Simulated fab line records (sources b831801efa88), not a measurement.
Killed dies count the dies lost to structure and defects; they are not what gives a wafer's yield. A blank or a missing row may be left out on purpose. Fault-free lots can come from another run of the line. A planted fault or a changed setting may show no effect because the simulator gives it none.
Problem report, 8D (eight disciplines) form, completed by code -- flow sfqLine -- the parts of the form that need people (team, actions taken, sign-off) are left out

== 1. PROBLEM STATEMENT ==
At SFQ_TRILAYER_I7_VIA_BARC_OPEN_VIA_ETCH_260, oesProductAu averages 0.661 a.u. over 3 wafers from 2 lots, while fault-free wafers read 0.687 a.u., standard deviation 0.0049. That is -5.4 standard deviations from the usual mean.
The step: etches BARC in O2, target depth 125 nm, time 41.7 s.
First observed at day 91 15:14: wafer L853.2, on rieDiel-04. At this step, 41 wafers from 14 lots have a number in the record. Rule for "out", or "out of limits": more than 4 standard deviations from the usual mean. All remaining wafers that have a number are taken as sound.

== 2. WHAT IT IS; WHAT IT IS NOT ==
question,is,is not
which readings at this step,oesProductAu,drypumpMotorCurrentA
which lots,"L853, L854","L835, L836, L837, L839, L840, L841, L842, L845, L846, L847, L848, L856"
which wafers of those lots,"L853.2, L853.4, L854.4","L853.6, L854.1"
read on which tools,"rieDiel-01, rieDiel-04",rieDiel-03
when,from day 91 15:14,"up to then (34 sound wafers); but 4 sound wafers of L854, L856 came after"

== 3. WHAT RULES OUT EACH SUSPECT ==
Counting: any tool at a process step up to the reading remains a suspect provided it ran every lot that is out. Sound lots after the first of them don't rule it out here, since some wafers of a struck lot are sound.
- lithoTrack-01 at SFQ_TRILAYER_I7_VIA_LITHO_COAT_192 (resist thk 62 nm): kept. It processed each lot that is out (first: L853, day 87 19:55); up to then, its last sound lot is L848 (day 87 01:49).
The count leaves lithoTrack-01 at SFQ_TRILAYER_I7_VIA_LITHO_COAT_192.

== 4. THE CAUSE (what the simulator had put in) ==
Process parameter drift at SFQ_TRILAYER_I7_VIA_LITHO_COAT_192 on lithoTrack-01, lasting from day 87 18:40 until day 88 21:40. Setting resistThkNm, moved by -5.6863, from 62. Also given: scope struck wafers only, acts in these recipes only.
Only this tool survived the counting.

== 5. SEQUENCE OF EFFECTS, ordered by route ==
One row per reading whose mean, taken over the struck wafers that have a number, lies over 3 standard deviations from the usual. Scope: only readings with a usual standard deviation given in the record; hours: median across lots of the time from each lot's start at the first step in this table that gives one to its start at this step; sigmas: change in usual standard deviations.
hours,step,reading,usual,on struck wafers,change,sigmas
0,SFQ_TRILAYER_I7_VIA_BARC_OPEN_VIA_ETCH_260,oesProductAu,0.687 a.u.,0.661,-0.026,-5.4
Process steps it contains:
- SFQ_TRILAYER_I7_VIA_BARC_OPEN_VIA_ETCH_260: etches BARC in O2, target depth 125 nm, time 41.7 s.

== 6. WHAT WOULD HAVE CAUGHT IT SOONER ==
93 hours passed between the start of the fault at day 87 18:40 and the first reading out of limits in this record, taken at day 91 15:14.
By day 91 15:14, every lot that is out (2) had started SFQ_TRILAYER_I7_VIA_LITHO_COAT_192 on lithoTrack-01. Holding the tool at that point would not have protected any of them.
